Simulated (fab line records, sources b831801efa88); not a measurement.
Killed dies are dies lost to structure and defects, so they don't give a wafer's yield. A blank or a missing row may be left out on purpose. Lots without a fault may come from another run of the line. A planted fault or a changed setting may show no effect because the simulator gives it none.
fab line records | flow sfq_line
record lots=7 wafers=19 last_day=86
route steps=325 shown M4@159 I4@163
lots that met no fault: from a run of the same line without faults
start_h: hours from the record's first day to the start of the lot's first wafer shown | wait_h: hours since the lot's step before | " the same as in the row above | L1.1+2: a row that stands for several wafers | - no value, or no start given | * or withheld: withheld | < > ~ a bound
route shown NAME@n: a module of which the file shows steps, and the number in the route of the first | usual: mean/standard deviation of fault-free wafers | same: alike in all rows | chamber/n: place in a boat | sites: the reading at each site | _std_site: their standard deviation | _edge_site: outer sites' mean less inner sites' | radius_mm: how far each site lies from the wafer's centre | mask NAME#n: copy n | behind: the tool/chamber that last shaped the wafer | hold: why the lot was held/for how many hours/how that ended | device: the transistor (n, p or np) that didn't switch | end of line: the same wafers' tests at the end of the route | a step without rows: its recipe alone | killed: dies lost to structure and defects at the first sort, not the wafer's yield | map: a wafer's dies, x killed, . not, _ none there
set.NAME: the setting as run; set.NAME@STEP: as run at that earlier step | model.NAME: the simulator's own value behind a step, which no gauge read
lots at some steps of the route; a table a step, a row a wafer
services: from which hour (start_h, from the record's first day; less than 0 if before it) a tool's chamber was out of use, for how many hours, and why
## steps
# step SFQ_TRILAYER_M4_BARC_OPEN_METAL_ETCH_123
# recipe mask_material=PR chemistry=O2 target_depth_nm=125 target=BARC icp_w=600 bias_w=80 pressure_mtorr=10 time_s=41.7
# usual drypump_motor_current_A=5.9/0.47 oes_product_au=0.685/0.0045
# columns lot.wafer tool chamber start_h wait_h drypump_motor_current_A oes_product_au rf_hours_counter_h
L962.3 rie_metal-03 1 969.20 0.0 6.5 0.686 -
L962.5 " 1 " " 6.6 0.690 -
L962.6 " 0 " " 6.3 0.685 -
L964.3 rie_metal-02 1 976.32 0.0 6.2 0.690 -
L964.4 " 0 " " 5.4 0.685 -
L964.6 " 0 " " 5.4 0.687 -
L970.4 rie_metal-01 0 1065.01 0.0 5.6 0.686 -
L970.5 " 1 " " 5.3 0.686 -
L971.1 rie_metal-03 1 1067.39 0.0 6.6 0.685 60
L971.5 " 1 " " 6.6 0.683 -
L971.6 " 0 " " 6.2 0.681 -
L972.1 rie_metal-02 0 1068.59 0.0 5.4 0.685 32
L972.5 " 0 " " 5.4 0.685 -
L981.4 rie_metal-02 1 1210.49 0.0 6.2 0.685 -
L981.5 " 1 " " 6.2 0.688 -
L981.6 " 0 " " 5.4 0.687 -
L983.1 rie_metal-01 1 1256.91 0.0 5.3 0.683 4
L983.4 " 1 " " 5.3 0.682 -
L983.5 " 0 " " 5.6 0.682 -
# step SFQ_TRILAYER_M4_ETCH_METAL_ETCH_096
# recipe target=Nb stop_on=SiO2 mask_material=PR chemistry=Cl2/Ar target_depth_nm=240 icp_w=600 bias_w=80 pressure_mtorr=10 time_s=120
# usual drypump_motor_current_A=5.9/0.47 oes_product_au=0.896/0.0077
# columns lot.wafer tool chamber start_h wait_h drypump_motor_current_A oes_product_au rf_hours_counter_h
L962.3 rie_metal-03 1 969.28 0.1 6.6 0.883 -
L962.5 " 1 " " 6.6 0.882 -
L962.6 " 0 " " 6.2 0.902 -
L964.3 rie_metal-02 1 976.40 0.1 6.2 0.907 -
L964.4 " 0 " " 5.4 0.898 -
L964.6 " 0 " " 5.5 0.902 -
L970.4 rie_metal-01 0 1065.09 0.1 5.6 0.878 -
L970.5 " 1 " " 5.3 0.911 -
L971.1 rie_metal-03 1 1067.45 0.0 6.6 0.901 60
L971.5 " 1 " " 6.5 0.895 -
L971.6 " 0 " " 6.2 0.888 -
L972.1 rie_metal-02 0 1068.65 0.0 5.4 0.903 32
L972.5 " 0 " " 5.4 0.893 -
L981.4 rie_metal-02 1 1210.58 0.1 6.2 0.899 -
L981.5 " 1 " " 6.2 0.903 -
L981.6 " 0 " " 5.4 0.904 -
L983.1 rie_metal-01 1 1256.97 0.0 5.3 0.888 4
L983.4 " 1 " " 5.3 0.890 -
L983.5 " 0 " " 5.6 0.887 -
# step SFQ_TRILAYER_M4_STRIP_STRIP_097
# recipe gas=O2 power_w=200 platen_temp_c=40 overash_fraction=0.65 chemistry=O2 pressure_mtorr=50
# usual drypump_motor_current_A=5.9/0.47 oes_product_au=1.005/0.011 platen_temp_c=40.00/0.12
# columns lot.wafer tool chamber start_h wait_h drypump_motor_current_A oes_product_au platen_temp_c rf_hours_counter_h
L962.3 rie_metal-03 1 969.57 0.2 6.6 0.997 40.29 -
L962.5 " 1 " " 6.6 1.000 40.28 -
L962.6 " 0 " " 6.2 1.009 39.99 -
L964.3 rie_metal-02 1 976.68 0.2 6.2 1.010 39.89 -
L964.4 " 0 " " 5.4 1.014 39.71 -
L964.6 " 0 " " 5.4 1.025 39.83 -
L970.4 rie_metal-01 0 1065.38 0.2 5.6 0.996 40.21 -
L970.5 " 1 " " 5.3 0.995 40.04 -
L971.1 rie_metal-03 1 1067.58 0.1 6.6 1.008 40.09 60
L971.5 " 1 " " 6.6 1.006 40.11 -
L971.6 " 0 " " 6.2 1.005 40.02 -
L972.1 rie_metal-02 0 1068.78 0.1 5.4 1.002 39.99 32
L972.5 " 0 " " 5.5 1.004 40.22 -
L981.4 rie_metal-02 1 1210.86 0.2 6.2 1.020 39.93 -
L981.5 " 1 " " 6.2 1.019 39.83 -
L981.6 " 0 " " 5.4 1.025 40.02 -
L983.1 rie_metal-01 1 1257.09 0.1 5.3 0.998 40.00 4
L983.4 " 1 " " 5.3 1.002 39.95 -
L983.5 " 0 " " 5.6 1.003 40.04 -
# step SFQ_TRILAYER_M4_STRIP_SOLV_CLEAN_098
# recipe chemistry=NMP temp_c=70 time_s=600
# step SFQ_TRILAYER_I4_DEP_PECVD_099
# recipe material=SiO2 temp_c=150 time_s=111.11 pressure_torr=2.4 rf_w=183.3 precursor=SiH4/N2O target_thk_nm=500
# usual heater_power_w=84/22 throttle_valve_pct=23.6/0.8
# columns lot.wafer tool chamber start_h wait_h heater_power_w throttle_valve_pct
L962.3 pecvd-01 2 970.14 0.0 100 22.8
L962.5 " 2 " " 83 22.9
L962.6 " 0 " " 52 21.7
L964.3 pecvd-03 0 977.26 0.0 109 23.6
L964.4 " 0 " " 113 24.0
L964.6 " 1 " " 51 23.0
L970.4 pecvd-03 1 1065.99 0.0 53 23.3
L970.5 " 0 " " 114 24.1
L971.1 pecvd-01 2 1068.35 0.0 92 23.3
L971.5 " 0 " " 60 22.0
L971.6 " 2 " " 94 23.6
L972.1 pecvd-03 1 1069.73 0.0 50 23.2
L972.5 " 1 " " 52 23.1
L981.4 pecvd-01 0 1211.47 0.0 54 22.6
L981.5 " 1 " " 101 24.0
L981.6 " 2 " " 98 23.8
L983.1 pecvd-02 2 1257.87 0.0 98 24.4
L983.4 " 1 " " 85 24.6
L983.5 " 0 " " 65 25.3
# step SFQ_TRILAYER_I4_CMP_CMP_100
# recipe material=SiO2 down_force_psi=3 platen_rpm=60 pad_velocity_m_s=0.94248
# step SFQ_I4_BOW_MEAS_927
# recipe mode=bow
# usual I4_BOW=0/8.1
# columns lot.wafer tool chamber start_h wait_h I4_BOW[um]
L962.3 film_metro-04 - 982.42 2.0 -2
L962.5 " - " " -4
L962.6 " - " " -6
L964.3 film_metro-01 - 991.80 1.5 8
L964.4 " - " " 8
L964.6 " - " " 10
L970.4 film_metro-02 - 1069.09 1.1 5
L970.5 " - " " 5
L971.1 film_metro-02 - 1072.03 1.5 -13
L971.5 " - " " 2
L971.6 " - " " -8
L972.1 film_metro-04 - 1072.80 2.5 6
L972.5 " - " " -6
L981.4 film_metro-01 - 1218.12 2.1 5
L981.5 " - " " -7
L981.6 " - " " 0
L983.1 film_metro-02 - 1267.98 2.0 -7
L983.4 " - " " -9
L983.5 " - " " -8
# step SFQ_TRILAYER_I4_METRO_MEASURE_101
# usual thk_nm=200.0/1.3
# columns lot.wafer tool chamber start_h wait_h thk_nm
L962.3 film_metro-04 - 982.90 0.5 202.4
L962.5 " - " " 202.5
L962.6 " - " " 201.0
L964.3 film_metro-01 - 992.28 0.5 200.6
L964.4 " - " " 199.7
L964.6 " - " " 200.3
L970.4 film_metro-02 - 1069.75 0.6 198.8
L970.5 " - " " 201.3
L971.1 film_metro-02 - 1072.15 0.1 200.1
L971.5 " - " " 200.0
L971.6 " - " " 200.6
L972.1 film_metro-04 - 1072.92 0.1 198.7
L972.5 " - " " 198.3
L981.4 film_metro-01 - 1218.78 0.6 199.9
L981.5 " - " " 201.4
L981.6 " - " " 198.3
L983.1 film_metro-02 - 1268.10 0.1 202.6
L983.4 " - " " 200.5
L983.5 " - " " 200.9
# step SFQ_TRILAYER_I4_VIA_LITHO_COAT_108
# recipe resist=BARC spin_rpm=3000 resist_thk_nm=62
# step SFQ_TRILAYER_I4_VIA_LITHO_COAT_103
# recipe resist=KrF spin_rpm=3000 resist_thk_nm=650
# step SFQ_TRILAYER_I4_VIA_LITHO_SOFTBAKE_107
# recipe temp_c=withheld time_s=withheld resist=KrF
# step SFQ_TRILAYER_I4_VIA_LITHO_EXPOSE_104
# recipe mask_id=I4 na=0.6 source_shape=conventional sigma_outer=0.65 target_cd_nm=700 dose_mj=21.3
# step SFQ_TRILAYER_I4_VIA_LITHO_PEB_106
# recipe peb_temp_c=115 peb_time_s=60 resist=KrF
# usual heater_power_total_W=79.15/0.071
# columns lot.wafer tool chamber start_h wait_h heater_power_total_W
L962.3 litho_track-01 0 1118.83 0.7 79.08
L962.5 " 0 " " 79.11
L962.6 " 0 " " 79.13
L964.3 litho_track-03 0 1126.03 0.7 79.19
L964.4 " 0 " " 79.06
L964.6 " 0 " " 79.21
L970.4 litho_track-01 0 1180.96 0.5 88.59
L970.5 " 0 " " 88.48
L971.1 litho_track-01 0 1184.48 1.0 79.25
L971.5 " 0 " " 88.55
L971.6 " 0 " " 79.21
L972.1 litho_track-01 0 1186.88 1.0 79.18
L972.5 " 0 " " 88.56
L981.4 litho_track-03 0 1221.40 0.5 79.22
L981.5 " 0 " " 79.16
L981.6 " 0 " " 79.12
L983.1 litho_track-04 0 1378.43 1.0 79.17
L983.4 " 0 " " 79.24
L983.5 " 0 " " 79.19
# step SFQ_TRILAYER_I4_VIA_LITHO_DEVELOP_105
# recipe time_s=60 resist=KrF
# step SFQ_I4_OVL_MEAS_928
# usual I4_OVL=-2/5.3
# columns lot.wafer tool chamber start_h wait_h I4_OVL[nm]
L962.3 overlay-02 - 1119.09 0.1 -5
L962.5 " - " " -11
L962.6 " - " " -4
L964.3 overlay-01 - 1126.29 0.1 -2
L964.4 " - " " -4
L964.6 " - " " -5
L970.4 overlay-02 - 1181.20 0.1 -4
L970.5 " - " " -1
L971.1 overlay-01 - 1184.78 0.1 -6
L971.5 " - " " -9
L971.6 " - " " -8
L972.1 overlay-01 - 1187.18 0.1 2
L972.5 " - " " 2
L981.4 overlay-01 - 1221.64 0.1 4
L981.5 " - " " 0
L981.6 " - " " 7
L983.1 overlay-02 - 1378.73 0.1 0
L983.4 " - " " -8
L983.5 " - " " 9
# step SFQ_TRILAYER_I4_VIA_BARC_OPEN_VIA_ETCH_146
# recipe mask_material=PR chemistry=O2 target_depth_nm=125 target=BARC source_w=500 bias_w=80 pressure_mtorr=30 time_s=41.7
# usual drypump_motor_current_A=5.6/0.4 oes_product_au=0.686/0.004
# columns lot.wafer tool chamber start_h wait_h drypump_motor_current_A oes_product_au rf_hours_counter_h model.I4.cd_nm
L962.3 rie_diel-03 2 1119.12 0.0 6.1 0.684 14 697.6
L962.5 " 0 " " 5.8 0.687 - 696.4
L962.6 " 1 " " 4.8 0.694 - 700.6
L964.3 rie_diel-02 2 1126.32 0.0 5.5 0.684 9 700.2
L964.4 " 3 " " 5.8 0.684 13 700.4
L964.6 " 2 " " 5.5 0.686 - 699.8
L970.4 rie_diel-02 0 1181.22 0.0 5.5 0.692 15 645.9
L970.5 " 0 " " 5.4 0.684 - 646.8
L971.1 rie_diel-03 2 1184.82 0.0 6.1 0.684 15 698
L971.5 " 3 " " 5.2 0.689 - 645.5
L971.6 " 0 " " 5.9 0.685 - 696.5
L972.1 rie_diel-03 3 1187.22 0.0 5.1 0.686 5 699.4
L972.5 " 3 " " 5.1 0.690 - 645.3
L981.4 rie_diel-04 3 1221.66 0.0 5.4 0.690 13 701.2
L981.5 " 2 " " 5.2 0.681 - 703.2
L981.6 " 1 " " 5.9 0.690 - 702.3
L983.1 rie_diel-04 1 1378.76 0.0 6.0 0.683 19 701.6
L983.4 " 3 " " 5.4 0.684 16 701.6
L983.5 " 1 " " 6.0 0.683 - 702
# step SFQ_TRILAYER_I4_VIA_ETCH_VIA_ETCH_106
# recipe target=SiO2 stop_on=Nb mask_material=PR taper_deg=20 chemistry=CHF3 target_depth_nm=260 source_w=500 bias_w=80 pressure_mtorr=30 time_s=withheld
# usual drypump_motor_current_A=5.6/0.4 oes_product_au=0.855/0.0051
# columns lot.wafer tool chamber start_h wait_h drypump_motor_current_A oes_product_au model.I4.cd_nm
L962.3 rie_diel-03 2 1119.16 0.0 6.1 0.872 697.6
L962.5 " 0 " " 5.8 0.865 695.3
L962.6 " 1 " " 4.8 0.858 699.5
L964.3 rie_diel-02 2 1126.36 0.0 5.6 0.862 697
L964.4 " 3 " " 5.8 0.852 702.1
L964.6 " 2 " " 5.6 0.857 696.4
L970.4 rie_diel-02 0 1181.26 0.0 5.5 0.846 645
L970.5 " 0 " " 5.5 0.855 644.6
L971.1 rie_diel-03 2 1184.86 0.0 6.1 0.858 698.2
L971.5 " 3 " " 5.1 0.850 645.8
L971.6 " 0 " " 5.8 0.848 696.5
L972.1 rie_diel-03 3 1187.26 0.0 5.1 0.855 699.8
L972.5 " 3 " " 5.1 0.852 643.9
L981.4 rie_diel-04 3 1221.70 0.0 5.4 0.860 705.4
L981.5 " 2 " " 5.2 0.858 704
L981.6 " 1 " " 6.0 0.854 706.3
L983.1 rie_diel-04 1 1378.80 0.0 6.0 0.856 703
L983.4 " 3 " " 5.4 0.854 702.6
L983.5 " 1 " " 6.0 0.862 704.5
# step SFQ_TRILAYER_I4_VIA_STRIP_STRIP_107
# recipe gas=O2 power_w=200 platen_temp_c=40 overash_fraction=0.65 chemistry=O2 pressure_mtorr=50
## services
# columns tool chamber start_h hours kind
rie_diel-04 - 948.18 1.1 repair
rie_diel-04 0 951.82 14.4 repair
rie_metal-01 - 953.63 1.0 repair
rie_diel-04 3 973.37 13.9 repair
rie_metal-01 1 976.91 1.0 repair
rie_diel-04 1 977.99 3.0 repair
rie_metal-03 0 985.05 1.3 repair
rie_metal-01 1 994.76 3.1 repair
rie_diel-04 1 1001.93 5.1 repair
rie_diel-03 2 1064.09 11.7 repair
rie_diel-03 - 1091.43 0.8 repair
rie_diel-03 0 1099.35 8.3 repair
rie_diel-03 2 1103.77 7.6 repair
rie_diel-03 3 1106.54 2.4 repair
rie_diel-03 0 1114.30 4.3 repair
rie_metal-02 0 1119.61 12.4 repair
rie_diel-03 - 1135.80 0.3 repair
rie_metal-03 - 1213.56 0.3 repair
rie_metal-02 - 1220.02 2.8 pm
rie_diel-03 0 1304.18 5.0 repair
rie_diel-03 0 1315.23 6.9 repair
rie_diel-03 1 1321.77 2.4 repair
rie_diel-03 2 1327.40 3.4 repair
rie_metal-03 0 1335.98 4.6 repair
## key
first_sign step=SFQ_TRILAYER_I4_VIA_LITHO_PEB_106 reading=heater_power_total_W direction=up sigmas=99+ usual=79.15 struck=88.54
effect none on later readings
model_effect step=SFQ_TRILAYER_I4_VIA_BARC_OPEN_VIA_ETCH_146 value=I4.cd_nm without=699.9 struck=645.9
model_effect step=SFQ_TRILAYER_I4_VIA_ETCH_VIA_ETCH_106 value=I4.cd_nm without=698.8 struck=644.8
met_at SFQ_TRILAYER_I4_VIA_LITHO_PEB_106
struck_wafers L970.4,L970.5,L971.5,L972.5
onset_between 1118.83 1180.96
fault kind=process_parameter_drift tool=litho_track-01 chamber=- onset_h=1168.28 steps=SFQ_TRILAYER_I4_VIA_LITHO_PEB_106 channel=peb_time_s offset=* shape=step end_h=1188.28 scope=struck_wafers_only acts_in=* stated=*
